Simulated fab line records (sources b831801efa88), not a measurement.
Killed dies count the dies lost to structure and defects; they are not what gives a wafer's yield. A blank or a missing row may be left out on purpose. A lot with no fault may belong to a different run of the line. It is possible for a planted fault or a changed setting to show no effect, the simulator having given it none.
Which tool was responsible? || flow gf180mcu || 15 lots, 45 wafers sampled, at 4 steps of a route of 602

WHAT THE GAUGES SHOWED, per wafer
GF_M1_OVL_MEAS_15. Usual: for M1_OVL the level is -2 nm and the standard deviation is 5.1.
{"lot": "L460", "measured": "day 17 02:35", "on": "overlay-01", "M1_OVL (nm)": "1 1 3", "flag": ""}
{"lot": "L461", "measured": "day 17 11:58", "on": "overlay-01", "M1_OVL (nm)": "9 5 1", "flag": ""}
{"lot": "L462", "measured": "day 17 22:43", "on": "overlay-02", "M1_OVL (nm)": "4 -2 -1", "flag": ""}
{"lot": "L464", "measured": "day 18 15:37", "on": "overlay-01", "M1_OVL (nm)": "0 5 -4", "flag": ""}
{"lot": "L465", "measured": "day 18 23:31", "on": "overlay-01", "M1_OVL (nm)": "-3 -8 -8", "flag": ""}
{"lot": "L468", "measured": "day 20 04:43", "on": "overlay-01", "M1_OVL (nm)": "-12 -9 -10", "flag": ""}
{"lot": "L469", "measured": "day 20 16:11", "on": "overlay-01", "M1_OVL (nm)": "-10 -3 -11", "flag": ""}
{"lot": "L470", "measured": "day 20 16:55", "on": "overlay-02", "M1_OVL (nm)": "3 -7 -6", "flag": ""}
{"lot": "L471", "measured": "day 21 13:28", "on": "overlay-01", "M1_OVL (nm)": "-8 -8 -10", "flag": ""}
{"lot": "L475", "measured": "day 22 17:43", "on": "overlay-02", "M1_OVL (nm)": "- - -", "flag": "OFF"}
{"lot": "L476", "measured": "day 22 20:49", "on": "overlay-01", "M1_OVL (nm)": "- - -", "flag": "OFF"}
{"lot": "L477", "measured": "day 23 10:52", "on": "overlay-02", "M1_OVL (nm)": "- - -", "flag": "OFF"}
{"lot": "L478", "measured": "day 23 14:52", "on": "overlay-02", "M1_OVL (nm)": "-7 -1 3", "flag": ""}
{"lot": "L482", "measured": "day 24 19:22", "on": "overlay-01", "M1_OVL (nm)": "5 -11 -5", "flag": ""}
{"lot": "L483", "measured": "day 25 05:26", "on": "overlay-01", "M1_OVL (nm)": "-6 -8 6", "flag": ""}

WHICH TOOL RAN EACH LOT (tool, then ch and the chambers of the sampled wafers, then the start)
{"lot": "L460", "GF_SALICIDE_SPUTTER_03": "pvd sputter-03, day 15 04:02", "GF_CONTACT_ETCH_16": "rie diel-03 ch 2,3, day 16 02:52", "GF_M1_PEB_12": "litho track-03 ch 0, day 17 02:08"}
{"lot": "L461", "GF_SALICIDE_SPUTTER_03": "pvd sputter-03, day 15 11:41", "GF_CONTACT_ETCH_16": "rie diel-01 ch 1,2,3, day 16 11:52", "GF_M1_PEB_12": "litho track-03 ch 0, day 17 11:30"}
{"lot": "L462", "GF_SALICIDE_SPUTTER_03": "pvd sputter-01, day 15 22:41", "GF_CONTACT_ETCH_16": "rie diel-03 ch 0,3, day 16 22:22", "GF_M1_PEB_12": "litho track-03 ch 0, day 17 22:12"}
{"lot": "L464", "GF_SALICIDE_SPUTTER_03": "pvd sputter-03, day 16 15:11", "GF_CONTACT_ETCH_16": "rie diel-02 ch 1,2,3, day 17 14:46", "GF_M1_PEB_12": "litho track-04 ch 0, day 18 15:08"}
{"lot": "L465", "GF_SALICIDE_SPUTTER_03": "pvd sputter-01, day 16 23:11", "GF_CONTACT_ETCH_16": "rie diel-01 ch 2,3, day 17 23:10", "GF_M1_PEB_12": "litho track-03 ch 0, day 18 23:03"}
{"lot": "L468", "GF_SALICIDE_SPUTTER_03": "pvd sputter-01, day 18 01:04", "GF_CONTACT_ETCH_16": "rie diel-03 ch 0,3, day 19 02:50", "GF_M1_PEB_12": "litho track-02 ch 0, day 20 04:17"}
{"lot": "L469", "GF_SALICIDE_SPUTTER_03": "pvd sputter-03, day 18 13:08", "GF_CONTACT_ETCH_16": "rie diel-03 ch 1,3, day 19 14:44", "GF_M1_PEB_12": "litho track-03 ch 0, day 20 15:44"}
{"lot": "L470", "GF_SALICIDE_SPUTTER_03": "pvd sputter-04, day 18 13:19", "GF_CONTACT_ETCH_16": "rie diel-02 ch 0,3, day 19 15:25", "GF_M1_PEB_12": "litho track-02 ch 0, day 20 16:27"}
{"lot": "L471", "GF_SALICIDE_SPUTTER_03": "pvd sputter-03, day 19 10:28", "GF_CONTACT_ETCH_16": "rie diel-03 ch 0,1,3, day 20 11:28", "GF_M1_PEB_12": "litho track-04 ch 0, day 21 12:59"}
{"lot": "L475", "GF_SALICIDE_SPUTTER_03": "pvd sputter-03, day 20 15:35", "GF_CONTACT_ETCH_16": "rie diel-03 ch 0,1, day 21 17:37", "GF_M1_PEB_12": "litho track-04, day 22 17:16"}
{"lot": "L476", "GF_SALICIDE_SPUTTER_03": "pvd sputter-03, day 20 19:14", "GF_CONTACT_ETCH_16": "rie diel-03 ch 0,2,3, day 21 20:10", "GF_M1_PEB_12": "litho track-04, day 22 20:20"}
{"lot": "L477", "GF_SALICIDE_SPUTTER_03": "pvd sputter-03, day 21 10:56", "GF_CONTACT_ETCH_16": "rie diel-02 ch 1,2,3, day 22 11:19", "GF_M1_PEB_12": "litho track-03, day 23 10:24"}
{"lot": "L478", "GF_SALICIDE_SPUTTER_03": "pvd sputter-03, day 21 15:04", "GF_CONTACT_ETCH_16": "rie diel-02 ch 0,1,3, day 22 14:44", "GF_M1_PEB_12": "litho track-02 ch 0, day 23 14:24"}
{"lot": "L482", "GF_SALICIDE_SPUTTER_03": "pvd sputter-01, day 22 19:52", "GF_CONTACT_ETCH_16": "rie diel-01 ch 0,3, day 23 19:30", "GF_M1_PEB_12": "litho track-04 ch 0, day 24 18:57"}
{"lot": "L483", "GF_SALICIDE_SPUTTER_03": "pvd sputter-03, day 23 06:21", "GF_CONTACT_ETCH_16": "rie diel-01 ch 0,3, day 24 06:07", "GF_M1_PEB_12": "litho track-03 ch 0, day 25 04:59"}
- GF_SALICIDE_SPUTTER_03: material TiN, target thk 20 nm, time 16.7 s.
- GF_CONTACT_ETCH_16: etches BARC in N2/H2.
- GF_M1_PEB_12: peb time 90 s.

WHAT THE TOOLS THEMSELVES READ (means of the sampled wafers that have a number; where no wafer has one, the mark that the record gives instead)
GF_SALICIDE_SPUTTER_03. Usual: throttle valve pct at 30.2 %, with a standard deviation of 0.75.
{"lot": "L460", "tool": "pvd sputter-03", "throttle valve pct (%)": 30.2, "flag": ""}
{"lot": "L461", "tool": "pvd sputter-03", "throttle valve pct (%)": 30.1, "flag": ""}
{"lot": "L462", "tool": "pvd sputter-01", "throttle valve pct (%)": 30.3, "flag": ""}
{"lot": "L464", "tool": "pvd sputter-03", "throttle valve pct (%)": 30.7, "flag": ""}
{"lot": "L465", "tool": "pvd sputter-01", "throttle valve pct (%)": 29.2, "flag": ""}
{"lot": "L468", "tool": "pvd sputter-01", "throttle valve pct (%)": 29.6, "flag": ""}
{"lot": "L469", "tool": "pvd sputter-03", "throttle valve pct (%)": 30.7, "flag": ""}
{"lot": "L470", "tool": "pvd sputter-04", "throttle valve pct (%)": 30.4, "flag": ""}
{"lot": "L471", "tool": "pvd sputter-03", "throttle valve pct (%)": 30.5, "flag": ""}
{"lot": "L475", "tool": "pvd sputter-03", "throttle valve pct (%)": 29.8, "flag": ""}
{"lot": "L476", "tool": "pvd sputter-03", "throttle valve pct (%)": 30.6, "flag": ""}
{"lot": "L477", "tool": "pvd sputter-03", "throttle valve pct (%)": 30.6, "flag": ""}
{"lot": "L478", "tool": "pvd sputter-03", "throttle valve pct (%)": 30.0, "flag": ""}
{"lot": "L482", "tool": "pvd sputter-01", "throttle valve pct (%)": 29.2, "flag": ""}
{"lot": "L483", "tool": "pvd sputter-03", "throttle valve pct (%)": 29.9, "flag": ""}

GF_CONTACT_ETCH_16. Usual: drypump motor current A 5.7 A, standard deviation 0.35; h2 flow sccm 200.1 sccm, standard deviation 0.61; n2 flow sccm 100.01 sccm, standard deviation 0.26; oes product au 0.854 a.u., standard deviation 0.0048; throttle valve pct 13.226 %, standard deviation 0.0096.
{"lot": "L460", "tool": "rie diel-03", "drypump motor current A (A)": 5.7, "h2 flow sccm (sccm)": 200.0, "n2 flow sccm (sccm)": 99.68, "oes product au (a.u.)": 0.856, "throttle valve pct (%)": 13.237, "flag": ""}
{"lot": "L461", "tool": "rie diel-01", "drypump motor current A (A)": 5.7, "h2 flow sccm (sccm)": 199.8, "n2 flow sccm (sccm)": 99.97, "oes product au (a.u.)": 0.853, "throttle valve pct (%)": 13.224, "flag": ""}
{"lot": "L462", "tool": "rie diel-03", "drypump motor current A (A)": 5.9, "h2 flow sccm (sccm)": 200.6, "n2 flow sccm (sccm)": 99.85, "oes product au (a.u.)": 0.853, "throttle valve pct (%)": 13.225, "flag": ""}
{"lot": "L464", "tool": "rie diel-02", "drypump motor current A (A)": 5.9, "h2 flow sccm (sccm)": 199.5, "n2 flow sccm (sccm)": 99.95, "oes product au (a.u.)": 0.854, "throttle valve pct (%)": 13.234, "flag": ""}
{"lot": "L465", "tool": "rie diel-01", "drypump motor current A (A)": 5.7, "h2 flow sccm (sccm)": 200.4, "n2 flow sccm (sccm)": 100.11, "oes product au (a.u.)": 0.859, "throttle valve pct (%)": 13.222, "flag": ""}
{"lot": "L468", "tool": "rie diel-03", "drypump motor current A (A)": 5.9, "h2 flow sccm (sccm)": 199.3, "n2 flow sccm (sccm)": 99.90, "oes product au (a.u.)": 0.855, "throttle valve pct (%)": 13.222, "flag": ""}
{"lot": "L469", "tool": "rie diel-03", "drypump motor current A (A)": 5.8, "h2 flow sccm (sccm)": 200.6, "n2 flow sccm (sccm)": 99.81, "oes product au (a.u.)": 0.852, "throttle valve pct (%)": 13.231, "flag": ""}
{"lot": "L470", "tool": "rie diel-02", "drypump motor current A (A)": 5.8, "h2 flow sccm (sccm)": 200.7, "n2 flow sccm (sccm)": 99.94, "oes product au (a.u.)": 0.850, "throttle valve pct (%)": 13.224, "flag": ""}
{"lot": "L471", "tool": "rie diel-03", "drypump motor current A (A)": 5.8, "h2 flow sccm (sccm)": 200.1, "n2 flow sccm (sccm)": 99.91, "oes product au (a.u.)": 0.851, "throttle valve pct (%)": 13.225, "flag": ""}
{"lot": "L475", "tool": "rie diel-03", "drypump motor current A (A)": 5.8, "h2 flow sccm (sccm)": 200.0, "n2 flow sccm (sccm)": 99.87, "oes product au (a.u.)": 0.855, "throttle valve pct (%)": 13.221, "flag": ""}
{"lot": "L476", "tool": "rie diel-03", "drypump motor current A (A)": 5.8, "h2 flow sccm (sccm)": 200.4, "n2 flow sccm (sccm)": 100.08, "oes product au (a.u.)": 0.854, "throttle valve pct (%)": 13.235, "flag": ""}
{"lot": "L477", "tool": "rie diel-02", "drypump motor current A (A)": 5.9, "h2 flow sccm (sccm)": 199.9, "n2 flow sccm (sccm)": 99.94, "oes product au (a.u.)": 0.851, "throttle valve pct (%)": 13.215, "flag": ""}
{"lot": "L478", "tool": "rie diel-02", "drypump motor current A (A)": 5.7, "h2 flow sccm (sccm)": 199.5, "n2 flow sccm (sccm)": 100.05, "oes product au (a.u.)": 0.854, "throttle valve pct (%)": 13.230, "flag": ""}
{"lot": "L482", "tool": "rie diel-01", "drypump motor current A (A)": 5.4, "h2 flow sccm (sccm)": 200.9, "n2 flow sccm (sccm)": 100.05, "oes product au (a.u.)": 0.853, "throttle valve pct (%)": 13.230, "flag": ""}
{"lot": "L483", "tool": "rie diel-01", "drypump motor current A (A)": 5.7, "h2 flow sccm (sccm)": 199.8, "n2 flow sccm (sccm)": 99.88, "oes product au (a.u.)": 0.858, "throttle valve pct (%)": 13.231, "flag": ""}

GF_M1_PEB_12. Usual: chill plate temp C 22.99 C, standard deviation 0.11; exhaust pa 44.9 Pa, standard deviation 0.88; heater power total W 85.71 W, standard deviation 0.079.
{"lot": "L460", "tool": "litho track-03", "chill plate temp C (C)": 22.97, "exhaust pa (Pa)": 44.7, "heater power total W (W)": 85.74, "flag": ""}
{"lot": "L461", "tool": "litho track-03", "chill plate temp C (C)": 23.14, "exhaust pa (Pa)": 46.2, "heater power total W (W)": 85.74, "flag": ""}
{"lot": "L462", "tool": "litho track-03", "chill plate temp C (C)": 22.95, "exhaust pa (Pa)": 45.9, "heater power total W (W)": 85.68, "flag": ""}
{"lot": "L464", "tool": "litho track-04", "chill plate temp C (C)": 22.97, "exhaust pa (Pa)": 44.3, "heater power total W (W)": 85.64, "flag": ""}
{"lot": "L465", "tool": "litho track-03", "chill plate temp C (C)": 22.88, "exhaust pa (Pa)": 44.7, "heater power total W (W)": 85.62, "flag": ""}
{"lot": "L468", "tool": "litho track-02", "chill plate temp C (C)": 22.87, "exhaust pa (Pa)": 43.9, "heater power total W (W)": 85.74, "flag": ""}
{"lot": "L469", "tool": "litho track-03", "chill plate temp C (C)": 22.96, "exhaust pa (Pa)": 44.5, "heater power total W (W)": 85.71, "flag": ""}
{"lot": "L470", "tool": "litho track-02", "chill plate temp C (C)": 22.88, "exhaust pa (Pa)": 44.9, "heater power total W (W)": 85.76, "flag": ""}
{"lot": "L471", "tool": "litho track-04", "chill plate temp C (C)": 22.99, "exhaust pa (Pa)": 45.1, "heater power total W (W)": 85.67, "flag": ""}
{"lot": "L475", "tool": "litho track-04", "chill plate temp C (C)": "-", "exhaust pa (Pa)": "-", "heater power total W (W)": "-", "flag": "OFF"}
{"lot": "L476", "tool": "litho track-04", "chill plate temp C (C)": "-", "exhaust pa (Pa)": "-", "heater power total W (W)": "-", "flag": "OFF"}
{"lot": "L477", "tool": "litho track-03", "chill plate temp C (C)": "-", "exhaust pa (Pa)": "-", "heater power total W (W)": "-", "flag": "OFF"}
{"lot": "L478", "tool": "litho track-02", "chill plate temp C (C)": 22.90, "exhaust pa (Pa)": 44.2, "heater power total W (W)": 85.70, "flag": ""}
{"lot": "L482", "tool": "litho track-04", "chill plate temp C (C)": 23.12, "exhaust pa (Pa)": 44.4, "heater power total W (W)": 85.72, "flag": ""}
{"lot": "L483", "tool": "litho track-03", "chill plate temp C (C)": 22.92, "exhaust pa (Pa)": 44.3, "heater power total W (W)": 85.73, "flag": ""}

THE ANSWER, worked out from the rows above alone
Rule: a lot counts as off when the mean over its wafers that have a number is more than 3 standard deviations away from the usual mean. Also off: a lot with no number at a reading for which 4 or more lots have one. The other lots that the step has rows for count as sound. Order of review: gauges by route order, followed by the tools' own readings, for which a lot's mean as printed above is used. At the first step where some lot is off, the reading lying furthest off is the one used; lots without a number count as furthest.
Off: L475, L476, L477, at GF_M1_OVL_MEAS_15 (M1_OVL). Without a number there: L475, L476, L477.
If a tool, at a process step before that reading, ran all the lots that are off and no sound lot after the first of them, it fits. Not tried: the gauges at GF_M1_OVL_MEAS_15; whatever is off there is also off at GF_M1_PEB_12, on other tools, and gauge error can't account for it. Not one of the candidates tried fits.

WHAT HAD BEEN PUT IN BY THE SIMULATOR
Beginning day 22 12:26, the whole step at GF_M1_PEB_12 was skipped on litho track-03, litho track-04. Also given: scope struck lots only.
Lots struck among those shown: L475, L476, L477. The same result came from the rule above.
